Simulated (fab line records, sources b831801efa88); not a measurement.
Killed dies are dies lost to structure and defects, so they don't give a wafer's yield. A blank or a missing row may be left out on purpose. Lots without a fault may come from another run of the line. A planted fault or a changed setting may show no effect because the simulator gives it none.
Chamber matching | flow gf180mcu | GF_V1_CMP_26 on cmp-01: 4 sister chambers
The step polishes, stops on SiO2, t overpolish 15 s, target thk 0 nm. 14 wafers are shown with their chamber, then 6 later ones without.

WAFERS WITH THEIR CHAMBER
wafer  | chamber | motor_current_A (A) | time_to_endpoint_s (s) | head_pressure_psi (psi)
L226.2 | 3       | 11.3                | 91                     | 3.498
L226.3 | 2       | 13.7                | 79                     | 3.497
L226.4 | 0       | 15.4                | 81                     | 3.505
L227.1 | 1       | 11.5                | 88                     | 3.494
L227.2 | 0       | 15.6                | 76                     | 3.491
L227.6 | 0       | 14.8                | 77                     | 3.497
L234.1 | 1       | 11.3                | 86                     | 3.508
L234.3 | 3       | 12.0                | 89                     | 3.507
L234.4 | 0       | 15.1                | 80                     | 3.500
L238.1 | 2       | 13.8                | 78                     | 3.512
L238.6 | 1       | 12.3                | 89                     | 3.499
L244.1 | 2       | 13.5                | 78                     | 3.492
L244.4 | 3       | 11.5                | 87                     | 3.493
L244.5 | 0       | 14.8                | 80                     | 3.505

SIGNATURES (means of the wafers above)
reading            | chamber 0 | chamber 1 | chamber 2 | chamber 3 | scatter within a chamber
motor_current_A    | 15.140    | 11.700    | 13.667    | 11.600    | 0.371
time_to_endpoint_s | 78.80     | 87.67     | 78.33     | 89.00     | 1.79
head_pressure_psi  | 3.49960   | 3.50033   | 3.50033   | 3.49933   | 0.00746
Rule: a wafer's distance from a chamber is the root of the sum, over the readings, of the square of ((its reading less the chamber's mean) divided by the reading's scatter). The wafer belongs to the nearest chamber; if the next one is less than 2 further off, it can't be placed. The scatter: the root of (the sum of the squares of (reading less its chamber's mean) over the shown wafers, divided by (wafers less chambers)).

WAFERS WITHOUT THEIR CHAMBER
wafer  | motor_current_A (A) | time_to_endpoint_s (s) | head_pressure_psi (psi)
L246.3 | 11.2                | 93                     | 3.483
L246.4 | 13.9                | 82                     | 3.497
L246.5 | 14.1                | 81                     | 3.494
L247.1 | 12.1                | 93                     | 3.505
L247.2 | 13.7                | 79                     | 3.505
L247.3 | 11.9                | 92                     | 3.488

WHICH CHAMBER EACH WENT THROUGH
wafer  | from the rows above     | in truth
L246.3 | can't be placed: 3 or 1 | 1
L246.4 | can't be placed: 2 or 0 | 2
L246.5 | can't be placed: 2 or 0 | 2
L247.1 | can't be placed: 3 or 1 | 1
L247.2 | 2                       | 2
L247.3 | can't be placed: 3 or 1 | 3
Placed correctly: 1 of 6. Can't be placed from these rows: 5 (the true chamber is among the candidates in 5). Placed wrongly: 0.
